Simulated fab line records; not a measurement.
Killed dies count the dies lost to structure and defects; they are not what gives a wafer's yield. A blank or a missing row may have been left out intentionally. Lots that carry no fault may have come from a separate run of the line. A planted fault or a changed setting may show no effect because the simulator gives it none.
Problem report in the 8D (eight disciplines) form, filled by code | flow sky130 | the parts of the form that need people (team, actions taken, sign-off) are left out

== 1. THE ISSUE ==
Across 6 wafers from 2 lots, METAL5_ALCU_RS at SKY_METAL5_RS_MEAS_05 averages 0.07675 ohm/sq, while fault-free wafers read 0.02706 ohm/sq with a standard deviation of 0.0003. So: +99 or more standard deviations from the usual mean.
The step: measures by four-point-probe.
First seen on wafer L558.1, day 45 01:12, on film-metro-04. The record holds 39 wafers of 13 lots with a number at this step. By rule, "out" or "out of limits" means more than 4 standard deviations away from the usual mean. The rest of the wafers with a number are treated as sound.

== 2. WHAT THIS IS AND IS NOT ==
question                    | is                     | is not
which readings at this step | METAL5_ALCU_RS         | -
which lots                  | L558, L560             | L550, L553, L556, L559, L561, L567, L569, L570, L571, L572, L573
which wafers of those lots  | all that have a number | -
read on which gauges        | film-metro-04          | film-metro-02, film-metro-03
when                        | from day 45 01:12      | up to then (9 sound wafers); but 24 sound wafers of L559, L561, L567, L569, L570, L571, L572, L573 came after

== 3. THE SUSPECTS, EACH WITH WHAT RULES IT OUT ==
Counting: a tool at any process step up to the reading remains a suspect when it ran all the lots that are out and ran no sound lot after the first of those.
- the gauge at SKY_METAL5_RS_MEAS_05: kept. All the wafers that are out were read on film-metro-04, and no step on other tools shows them out.
- cvd-w-02 at SKY_VIA4_CVD_18 (deposits W, target thk 505 nm, time 152.14 s): ruled out as a lasting fault. After its first lot that is out, L558 (day 45 00:24), sound lots L561, L569, L570, L571 ran on it.
- pvd-sputter-03 at SKY_METAL5_SPUTTER_01 (material TiN, target thk 20 nm, time 16.7 s): ruled out as a lasting fault. After its first lot that is out, L558 (day 45 01:04), sound lots L573, L572 ran on it.
- pvd-sputter-03 at SKY_METAL5_SPUTTER_02 (material AlCu, target thk 1150 nm, time 61.2 s): ruled out as a lasting fault. After its first lot that is out, L558 (day 45 01:05), sound lots L573, L572 ran on it.
After counting, what remains is film-metro-04 at SKY_METAL5_RS_MEAS_05.

== 4. THE CAUSE (what the simulator had put in) ==
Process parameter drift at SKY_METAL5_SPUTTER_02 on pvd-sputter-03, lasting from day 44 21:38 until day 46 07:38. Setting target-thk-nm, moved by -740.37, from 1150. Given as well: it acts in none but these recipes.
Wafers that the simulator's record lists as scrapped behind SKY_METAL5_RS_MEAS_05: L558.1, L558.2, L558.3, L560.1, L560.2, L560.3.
It was ruled out by counting, in error; the rule expects a fault to strike all lots run on its tool from its start on, and this fault did not.

== 5. THE EFFECT CHAIN, in route order ==
Each row: a reading where the mean over the struck wafers with a number is more than 3 standard deviations away from the usual. Only readings whose record carries a usual standard deviation are examined. hours: median over the lots of the time between each lot's start at the first step of this table that gives one and its start at this step. sigmas: the change, counted in usual standard deviations.
hours | step                  | reading        | usual          | on struck wafers | change   | sigmas
0     | SKY_METAL5_RS_MEAS_05 | METAL5_ALCU_RS | 0.02706 ohm/sq | 0.07675          | +0.04969 | +99 or more

== 6. WHAT WOULD HAVE CAUGHT IT SOONER ==
4 hours passed between the start of the fault at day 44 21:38 and the first reading out of limits at a measuring or inspecting step in this record, taken at day 45 01:12.
Tool readings at SKY_METAL5_SPUTTER_02 with a usual standard deviation given in the record: none out on any struck wafer, hence no alarm at a limit of 4 standard deviations on them.
